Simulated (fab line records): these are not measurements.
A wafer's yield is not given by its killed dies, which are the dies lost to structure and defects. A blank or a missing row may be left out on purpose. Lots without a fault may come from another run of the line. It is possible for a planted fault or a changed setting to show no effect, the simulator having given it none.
Which tool was responsible?	flow gf180mcu	14 lots with 42 wafers sampled at 5 steps, on a route of 602 steps

## WHAT THE GAUGES SHOWED, per wafer
GF_MVSD_OVL_MEAS_07. Usual: MVSD_OVL gives -1.0 nm (standard deviation 1.3).
lot	measured	on	MVSD_OVL (nm)	flag
L581	day 4 08:32	overlay-01	-1.3 0.2 -1.4	
L582	day 4 14:59	overlay-02	-1.5 -1.6 0.0	
L584	day 5 03:45	overlay-02	-0.7 -2.5 -1.5	
L585	day 5 08:38	overlay-01	0.6 -0.6 0.2	
L587	day 5 22:37	overlay-01	-0.8 -0.5 0.5	
L588	day 6 02:05	overlay-01	-3.2 -2.5 -3.2	
L589	day 6 07:02	overlay-01	-0.3 0.2 0.3	
L592	day 7 03:53	overlay-02	0.7 2.0 -0.4	
L595	day 7 21:12	overlay-02	0.3 0.4 0.5	
L596	day 8 01:54	overlay-01	-2.2 -1.4 -1.8	
L599	day 8 18:31	overlay-01	0.2 1.0 1.0	
L600	day 9 01:19	overlay-01	-1.0 -1.8 -2.4	
L601	day 9 05:53	overlay-01	0.1 -0.3 0.8	
L602	day 9 14:46	overlay-02	-0.9 -1.0 -1.9	

GF_MVPSD_TW_MEAS_11. Usual: MVPSD_TW gives 554 (standard deviation 8.5).
lot	measured	on	MVPSD_TW	flag
L581	day 4 23:02	film_metro-02	551 551 547	
L582	day 5 05:47	film_metro-03	572 570 570	
L584	day 5 19:08	film_metro-02	548 550 546	
L585	day 6 00:10	film_metro-04	545 543 545	
L587	day 6 15:14	film_metro-03	572 566 570	
L588	day 6 18:32	film_metro-04	545 548 548	
L589	day 6 23:34	film_metro-02	549 551 549	
L592	day 7 20:28	film_metro-02	552 550 553	
L595	day 8 13:43	film_metro-02	552 551 554	
L596	day 8 19:11	film_metro-03	565 571 571	
L599	day 9 12:25	film_metro-04	548 549 548	
L600	day 9 19:27	film_metro-04	545 546 547	
L601	day 9 23:42	film_metro-04	546 545 547	
L602	day 10 08:35	film_metro-04	548 550 548	

GF_VT_IMPLANT_OVL_MEAS_18. Usual: VT_IMPLANT_01_OVL gives -0.1 nm (standard deviation 1.5).
lot	measured	on	VT_IMPLANT_01_OVL (nm)	flag
L581	day 6 03:47	overlay-02	1.8 2.9 0.2	
L582	day 6 11:31	overlay-01	1.8 -0.3 2.8	
L584	day 7 01:09	overlay-01	0.0 -0.1 -0.2	
L585	day 7 07:41	overlay-01	-2.0 -1.8 -2.3	
L587	day 7 23:24	overlay-01	-0.3 0.2 0.3	
L588	day 8 02:13	overlay-01	-0.1 -1.8 -0.7	
L589	day 8 07:23	overlay-01	-1.2 -0.8 -1.4	
L592	day 9 05:24	overlay-02	-0.9 -2.0 -1.2	
L595	day 9 23:25	overlay-02	1.8 2.1 1.5	
L596	day 10 04:45	overlay-02	0.0 -0.9 -0.6	
L599	day 10 23:00	overlay-01	-1.7 0.6 0.2	
L600	day 11 06:59	overlay-01	2.4 0.3 3.2	
L601	day 11 11:08	overlay-01	-0.6 -2.1 -0.6	
L602	day 11 21:39	overlay-02	-1.4 -1.9 -1.6	

GF_HV_LDD_TW_MEAS_23. Usual: HV_LDD_2_TW gives 1061 (standard deviation 16).
lot	measured	on	HV_LDD_2_TW	flag
L581	day 10 15:33	film_metro-03	1073 1079 1079	
L582	day 10 23:42	film_metro-02	1051 1056 1048	
L584	day 11 15:47	film_metro-04	1047 1050 1053	
L585	day 12 02:17	film_metro-04	1045 1044 1037	
L587	day 12 17:18	film_metro-02	1048 1051 1053	
L588	day 13 02:42	film_metro-04	1039 1039 1042	
L589	day 13 04:01	film_metro-03	1077 1086 1079	
L592	day 14 05:32	film_metro-02	1050 1055 1052	
L595	day 15 08:03	film_metro-03	1084 1082 1082	
L596	day 15 12:50	film_metro-03	1081 1081 1078	
L599	day 16 12:17	film_metro-02	920 925 919	OFF
L600	day 16 20:19	film_metro-02	918 920 924	OFF
L601	day 17 05:57	film_metro-02	931 926 927	OFF
L602	day 17 16:59	film_metro-02	1049 1055 1054	

## TOOL THAT RAN EACH LOT (tool first, then ch and the chambers of the sampled wafers, then the start)
lot	GF_HV_LDD_IMPLANT_21
L581	implanter-01 ch 0, day 10 15:18
L582	implanter-02 ch 0, day 10 23:27
L584	implanter-01 ch 0, day 11 15:32
L585	implanter-01 ch 0, day 12 02:02
L587	implanter-01 ch 0, day 12 17:03
L588	implanter-01 ch 0, day 13 02:29
L589	implanter-01 ch 0, day 13 03:47
L592	implanter-04 ch 0, day 14 05:17
L595	implanter-01 ch 0, day 15 07:48
L596	implanter-02 ch 0, day 15 12:35
L599	implanter-02 ch 0, day 16 12:02
L600	implanter-02 ch 0, day 16 20:06
L601	implanter-02 ch 0, day 17 05:44
L602	implanter-04 ch 0, day 17 16:44
- GF_HV_LDD_IMPLANT_21

## WHAT THE TOOLS THEMSELVES READ (means of the sampled wafers that have a number; where no wafer has one, the mark that the record gives instead)
GF_HV_LDD_IMPLANT_21. Usual: beam_energy_keV 25.000, standard deviation 0.0081; dose_ions_cm2 4.998e+13, standard deviation 5.1e+10; faraday_current_uA 282, standard deviation 5.3.
lot	tool	beam_energy_keV	dose_ions_cm2	faraday_current_uA	flag
L581	implanter-01	25.009	5.001e+13	283	
L582	implanter-02	24.994	5.002e+13	282	
L584	implanter-01	25.007	5.001e+13	285	
L585	implanter-01	24.993	5.004e+13	280	
L587	implanter-01	24.997	4.998e+13	277	
L588	implanter-01	24.997	4.997e+13	282	
L589	implanter-01	25.003	5.000e+13	280	
L592	implanter-04	24.995	5.001e+13	276	
L595	implanter-01	25.004	4.999e+13	283	
L596	implanter-02	24.999	4.992e+13	278	
L599	implanter-02	24.997	3.296e+13	185	OFF
L600	implanter-02	24.995	3.296e+13	187	OFF
L601	implanter-02	24.995	3.298e+13	185	OFF
L602	implanter-04	25.012	5.007e+13	285	

## THE ANSWER, worked out from the rows above alone
Rule: a lot is off if the mean of its wafers that have a number lies more than 3 standard deviations from the usual mean. Also off: a lot with no number at a reading for which 4 or more lots have one. Any other lot the step has rows for is counted as sound. After the gauges, taken in route order, come the tools' own readings; for these a lot's mean is taken, as printed above. The first step at which some lot is off is used, and at that step the reading that is off furthest; a lot without a number counts as furthest.
Off: L599, L600, L601, at GF_HV_LDD_TW_MEAS_23 (HV_LDD_2_TW).
If a tool, at a process step before that reading, ran all the lots that are off and no sound lot after the first of them, it fits. Not tried: the gauges at GF_HV_LDD_TW_MEAS_23; whatever is off there is also off at GF_HV_LDD_IMPLANT_21, on other tools, and gauge error can't account for it. One candidate fits, namely implanter-02 at GF_HV_LDD_IMPLANT_21. Its last sound lot is L596 (day 15 12:35), its first lot that is off L599 (day 16 12:02): a fault that began between those two fits.
The tool's own readings at GF_HV_LDD_IMPLANT_21 bear it out: on the lots that are off they differ by more than 5 times the standard deviation of the sound lots' means. dose_ions_cm2 reads 3.297e+13 there against 5.000e+13 on the sound lots; faraday_current_uA reads 186 there against 281 on the sound lots.

## WHAT THE SIMULATOR HAD INSERTED
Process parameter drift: implanter-02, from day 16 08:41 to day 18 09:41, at GF_HV_LDD_IMPLANT_21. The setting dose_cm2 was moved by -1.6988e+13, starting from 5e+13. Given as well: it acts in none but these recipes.
Shown lots that were struck: L599, L600, L601. This agrees with what the rule above found.
